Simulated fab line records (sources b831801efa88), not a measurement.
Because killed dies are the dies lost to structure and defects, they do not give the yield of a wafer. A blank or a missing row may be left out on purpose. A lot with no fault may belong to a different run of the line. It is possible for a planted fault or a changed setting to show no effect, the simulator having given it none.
Struck lot and sound lot, side by side + flow sfq-line + 31 steps out of a route of 325
Sound: the wafers L246.1, L246.3, L246.5. The struck wafers were L257.1, L257.5, L257.6. The cause is given at the end.
Each step with rows lists, per side, the tool, then ch with its chambers, then its first start. Under that, the readings that differ: sound wafers + struck wafers + difference of the means + sigmas: that difference in standard deviations of wafers without a fault.
alike: words and numbers the same on both sides, and readings whose means are apart by under 2 such deviations; not compared: readings that were withheld, readings missing a value for some wafer, numbers with overlapping values and no deviation given by the record, and bounds like >300 which may hide the same value.
Wherever a step has rows on one side only, a row that says differs or no value, or a row with sigmas, the two part there. Numbers that have no deviation but don't overlap get no sigmas and don't part them. A reading that every wafer of one side lacks parts them only if that side has two wafers or more.

first, 1 step without rows for these wafers: SFQ_TRILAYER_M7_STRIP_SOLV_CLEAN_182 (cleans in NMP, time 600 s).
SFQ_TRILAYER_I7_DEP_PECVD_183: deposits SiO2 from SiH4/N2O, time 111.11 s, target thk 500 nm.
  sound on pecvd-02 ch 0,2, day 82 05:57; struck on pecvd-04 ch 1,2, day 92 18:22
  alike: heater-power-w, throttle-valve-pct
SFQ_TRILAYER_I7_CMP_CMP_184: polishes SiO2.
  sound on cmp-02 ch 1,2, day 82 06:02; struck on cmp-02 ch 0,1,3, day 92 19:56
  alike: motor-current-A, time-to-endpoint-s
SFQ_I7_BOW_MEAS_946:
  sound on film-metro-02 at day 82 09:02; struck on film-metro-01 at day 92 21:26
  alike: I7_BOW
SFQ_TRILAYER_I7_METRO_MEASURE_185:
  sound on film-metro-02 at day 82 09:09; struck on film-metro-01 at day 92 21:34
  alike: thk-nm
then, 6 steps without rows for these wafers: SFQ_TRILAYER_I7_VIA_LITHO_COAT_192 (resist thk 62 nm); SFQ_TRILAYER_I7_VIA_LITHO_COAT_187 (resist thk 650 nm); SFQ_TRILAYER_I7_VIA_LITHO_SOFTBAKE_191; SFQ_TRILAYER_I7_VIA_LITHO_EXPOSE_188 (exposes mask I7, target cd 1000 nm); SFQ_TRILAYER_I7_VIA_LITHO_PEB_190 (peb time 60 s); SFQ_TRILAYER_I7_VIA_LITHO_DEVELOP_189 (time 60 s).
-- the record jumps here: 4 days lie between the struck wafers' starts before and after --
SFQ_I7_OVL_MEAS_947:
  sound on overlay-02 at day 82 15:58; struck on overlay-02 at day 96 17:23
  alike: I7_OVL
SFQ_TRILAYER_I7_VIA_BARC_OPEN_VIA_ETCH_260: etches BARC in O2, target depth 125 nm, time 41.7 s.
  sound on rie-diel-01 ch 0,2,3, day 82 16:01; struck on rie-diel-04 ch 1,2,3, day 96 17:25
  no value came back on the struck wafers for bias-w (W), chamber-pressure-mTorr (mTorr), drypump-motor-current-A (A), oes-product-au (a.u.); on the sound wafers bias-w (W) reads 79.77 79.92 80.38
| reading                                                 | sound             | struck            | difference | sigmas |
|---------------------------------------------------------|-------------------|-------------------|------------|--------|
| model.KrF_of_TRILAYER_I7_VIA_LITHO_COAT_187.thk-nm (nm) | 573.1 575.1 573.6 | 623.4 624.2 623.8 | +49.9      |        |
  not compared: rf-hours-counter-h
SFQ_TRILAYER_I7_VIA_ETCH_VIA_ETCH_190: etches SiO2 in CHF3, stops on Nb, target depth 260 nm.
  sound on rie-diel-01 ch 0,2,3, day 82 16:03; struck on rie-diel-04 ch 1,2,3, day 96 17:28
| reading                                                 | sound             | struck            | difference | sigmas |
|---------------------------------------------------------|-------------------|-------------------|------------|--------|
| oes-product-au (a.u.)                                   | 0.853 0.852 0.847 | 0.376 0.371 0.378 | -0.476     | -88    |
| model.KrF_of_TRILAYER_I7_VIA_LITHO_COAT_187.thk-nm (nm) | 527.6 530.7 530.1 | 578.9 579.6 578.6 | +49.6      |        |
  alike: bias-w, chamber-pressure-mTorr, drypump-motor-current-A
SFQ_TRILAYER_I7_VIA_STRIP_STRIP_191: strips in O2.
  sound on rie-metal-02 ch 0, day 82 16:10; struck on rie-metal-04 ch 0, day 96 17:34
| reading                     | sound       | struck      | difference | sigmas |
|-----------------------------|-------------|-------------|------------|--------|
| drypump-motor-current-A (A) | 5.6 5.6 5.6 | 6.7 6.6 6.7 | +1.1       | +2     |
  alike: oes-product-au
  not compared: rf-hours-counter-h
then, 5 steps without rows for these wafers: SFQ_TRILAYER_I7_VIA_STRIP_SOLV_CLEAN_192 (cleans in NMP, time 600 s); SFQ_TRILAYER_M8_LITHO_LOR_COAT_197; SFQ_TRILAYER_M8_LITHO_LOR_BAKE_198; SFQ_TRILAYER_M8_LITHO_COAT_193 (resist thk 600 nm); SFQ_TRILAYER_M8_LITHO_SOFTBAKE_199.
SFQ_TRILAYER_M8_LITHO_EXPOSE_194: exposes mask M8, target cd 2000 nm.
  struck on krf-scanner-01, day 96 20:22; sound on krf-scanner-01 ch 0, day 87 02:53
  no value came back on the struck wafers for exposure-dose-mJ-cm2, focus-offset-nm (nm); on the sound wafers exposure-dose-mJ-cm2 reads 14.419 14.409 14.393
  alike: mask
then, 2 steps without rows for these wafers: SFQ_TRILAYER_M8_LITHO_PEB_196 (peb time 60 s); SFQ_TRILAYER_M8_LITHO_DEVELOP_195 (img clear 15 s, time 55 s).
SFQ_M8_OVL_MEAS_948:
  sound on overlay-02 at day 87 04:23; struck on overlay-02 at day 96 21:52
| reading     | sound  | struck | difference                    | sigmas |
|-------------|--------|--------|-------------------------------|--------|
| M8_OVL (nm) | 3 -1 2 | - - -  | no value on the struck wafers |        |
then, 3 steps without rows for these wafers: SFQ_TRILAYER_M8_DEP_EVAP_197 (material Ti, target thk 20 nm, time 100 s); SFQ_TRILAYER_M8_DEP_EVAP_198 (material Pt, target thk 50 nm, time 250 s); SFQ_TRILAYER_M8_DEP_EVAP_196 (material Au, target thk 180 nm, time 900 s).
SFQ_M8_RS_MEAS_949: measurement is done with a four-point probe.
  sound on film-metro-02 at day 87 05:10; struck on film-metro-03 at day 96 22:38
  alike: M8_AU_RS
SFQ_M8_THK_MEAS_950: measures by xrf.
  sound on film-metro-02 at day 87 05:17; struck on film-metro-03 at day 96 22:46
  alike: M8_AU_THK
then, 1 step without rows for these wafers: SFQ_TRILAYER_M8_LIFTOFF_LIFTOFF_197 (chemistry NMP, time 600 s).
SFQ_M8_BOW_MEAS_951:
  sound on film-metro-03 at day 87 05:31; struck on film-metro-01 at day 96 23:00
| reading                 | sound                | struck            | difference | sigmas |
|-------------------------|----------------------|-------------------|------------|--------|
| model.etest.m8.ohm-sq   | 0.1542 0.1534 0.1528 | 1e+06 1e+06 1e+06 | +1e+06     |        |
| model.etest.i7.link-ohm | 1.078 1.06 1.063     | 1e+06 1e+06 1e+06 | +1e+06     |        |
  alike: M8_BOW

WHERE THEY PART
Last at SFQ_M8_OVL_MEAS_948 as far as this record goes, first at SFQ_TRILAYER_I7_VIA_BARC_OPEN_VIA_ETCH_260. Later steps at which nothing parts them and some readings are alike: SFQ_M8_RS_MEAS_949, SFQ_M8_THK_MEAS_950, SFQ_M8_BOW_MEAS_951.

WHY: what had been put in by the simulator
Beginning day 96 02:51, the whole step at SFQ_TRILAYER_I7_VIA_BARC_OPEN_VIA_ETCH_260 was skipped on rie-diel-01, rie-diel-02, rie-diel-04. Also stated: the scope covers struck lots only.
